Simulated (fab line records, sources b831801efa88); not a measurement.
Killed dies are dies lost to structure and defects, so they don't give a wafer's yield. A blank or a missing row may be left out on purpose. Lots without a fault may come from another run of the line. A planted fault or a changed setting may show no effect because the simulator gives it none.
Chamber matching | flow gf180mcu | GF_PASSIVATION_CVD_00 on pecvd-02: 3 sister chambers
The step deposits SiO2 from TEOS, target thk 1000 nm, time 111.95 s. 3 wafers are shown with their chamber, then 7 later ones without.

WAFERS WITH THEIR CHAMBER
wafer  | chamber | heater_power_w (W)
L410.6 | 0       | 729
L411.3 | 2       | 818
L411.4 | 1       | 692

WAFERS WITHOUT THEIR CHAMBER
wafer  | heater_power_w (W)
L411.5 | 697
L412.3 | 689
L412.5 | 673
L412.6 | 740
L415.4 | 693
L415.5 | 747
L415.6 | 579

WHICH CHAMBER EACH WENT THROUGH
wafer  | from the rows above          | in truth
L411.5 | can't be placed: 1 or 0      | 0
L412.3 | can't be placed: 1 or 0      | 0
L412.5 | can't be placed: 1 or 0      | 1
L412.6 | can't be placed: 0 or 1 or 2 | 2
L415.4 | can't be placed: 1 or 0      | 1
L415.5 | can't be placed: 0 or 1 or 2 | 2
L415.6 | can't be placed: 1 or 0      | 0
Placed correctly: 0 of 7. Can't be placed from these rows: 7 (the true chamber is among the candidates in 7). Placed wrongly: 0.
How it was worked out, from the rows above alone: a wafer's distance from a chamber is the root of the sum, over the readings, of the square of ((its reading less the chamber's mean) divided by the reading's scatter). The wafer belongs to the nearest chamber; if the next one is less than 2 further off, it can't be placed. A chamber's mean is the mean of its shown wafers. The scatter: with one shown wafer a chamber, the root of the mean of the squares of how far each hidden wafer lies from its nearest shown one.
